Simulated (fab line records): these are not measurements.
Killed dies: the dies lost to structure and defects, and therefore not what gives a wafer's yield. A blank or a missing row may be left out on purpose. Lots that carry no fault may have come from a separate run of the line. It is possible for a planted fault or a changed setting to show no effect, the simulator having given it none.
A struck lot beside a sound one -- flow sky130 -- 14 out of 708 route steps
Sound: these wafers, L318.2, L318.3, L318.4. Struck: wafers L321.1, L321.2, L321.6. The cause comes at the end.
At each step with rows: each side's tool, then ch and its chambers, then its first start. Under that, the readings that differ: sound wafers -- struck wafers -- difference of the means -- sigmas: that difference in standard deviations of wafers without a fault.
alike: same words and numbers on both sides, and readings whose means sit less than 2 such deviations apart. not compared: any withheld reading, any reading some wafer has no value for, any bound like >300 that may hide the same value, and any number with overlapping values for which the record gives no deviation.
A row with sigmas, a row that says differs or no value, or rows on one side alone: a step with any of these is where the two part. Non-overlapping numbers with no deviation appear without sigmas and do not part them. A reading missing from all wafers of one side parts the sides only when that side holds two or more wafers.

SKY_VIA3_ETCH_15: etches SiO2 in C4F8/O2/Ar, stops on TiN, target depth 507 nm, time 78 s.
  sound on rie-diel-03 ch 0,1,3, day 40 18:37; struck on rie-diel-03 ch 0,1,3, day 40 19:37
  alike: oes-product-au
  not compared: rf-hours-counter-h
SKY_VIA3_STRIP_16: strips in O2/N2.
  sound on plasma-asher-03 ch 0,1, day 40 18:40; struck on plasma-asher-01 ch 0,1, day 40 19:40
  alike: drypump-motor-current-A, o2-flow-sccm, oes-product-au, strip-time-to-endpoint-s
  not compared: rf-hours-counter-h
then, 3 steps without rows for these wafers: SKY_VIA3_STRIP_17 (strips in post etch residue remover, time 1200 s); SKY_VIA3_CLEAN_18 (cleans in IPA, time 180 s); SKY_VIA3_CLEAN_19 (cleans in O3/DIW).
SKY_VIA3_SPUTTER_20: material TiN, target thk 20 nm, time 80 s.
  struck on pvd-sputter-02, day 40 20:20; sound on pvd-sputter-04, day 40 19:18
reading,sound,struck,difference,sigmas
chamber-pressure-pa (Pa),5.005 4.994 4.968,5.024 5.017 5.016,+0.030,+3
  alike: cathode-dc-power-W, throttle-valve-pct
then, 1 step without rows for these wafers: SKY_VIA3_CVD_21 (deposits W, target thk 390 nm, time 117.31 s).
SKY_VIA3_RS_MEAS_22: measurement is done with a four-point probe.
  struck on film-metro-01, day 40 20:32; sound on film-metro-01, day 40 19:31
  alike: VIA3_W_RS
SKY_VIA3_THK_MEAS_23: measures by xrf.
  struck on film-metro-01, day 40 20:39; sound on film-metro-01, day 40 19:37
  alike: VIA3_W_THK
then, 1 step without rows for these wafers: SKY_VIA3_CMP_24 (polishes, stops on SiO2, t overpolish 20 s, target thk 0 nm).
SKY_METAL4_SPUTTER_00: material Ti, target thk 15 nm, time 10 s.
  struck on pvd-sputter-03, day 40 21:01; sound on pvd-sputter-02, day 40 19:58
  alike: cathode-dc-power-W, chamber-pressure-pa, throttle-valve-pct
then, 1 step without rows for these wafers: SKY_METAL4_SPUTTER_01 (material TiN, target thk 20 nm, time 16.7 s).
SKY_METAL4_SPUTTER_02: material AlCu, target thk 735 nm, time 39.1 s.
  struck on pvd-sputter-03, day 40 21:03; sound on pvd-sputter-02, day 40 20:01
  no value came back on the struck wafers for cathode-dc-power-W (W), chamber-pressure-pa (Pa), throttle-valve-pct (%); on the sound wafers cathode-dc-power-W (W) reads 10601 10600 10600
SKY_METAL4_SPUTTER_03: material Ti, target thk 5 nm, time 3.3 s.
  struck on pvd-sputter-03, day 40 21:05; sound on pvd-sputter-02, day 40 20:03
  alike: cathode-dc-power-W, chamber-pressure-pa, throttle-valve-pct

WHERE THEY PART
Earliest at SKY_VIA3_SPUTTER_20; latest, in this record, at SKY_METAL4_SPUTTER_02. Later steps at which nothing parts them and some readings are alike: SKY_METAL4_SPUTTER_03.

WHY: the cause the simulator had injected
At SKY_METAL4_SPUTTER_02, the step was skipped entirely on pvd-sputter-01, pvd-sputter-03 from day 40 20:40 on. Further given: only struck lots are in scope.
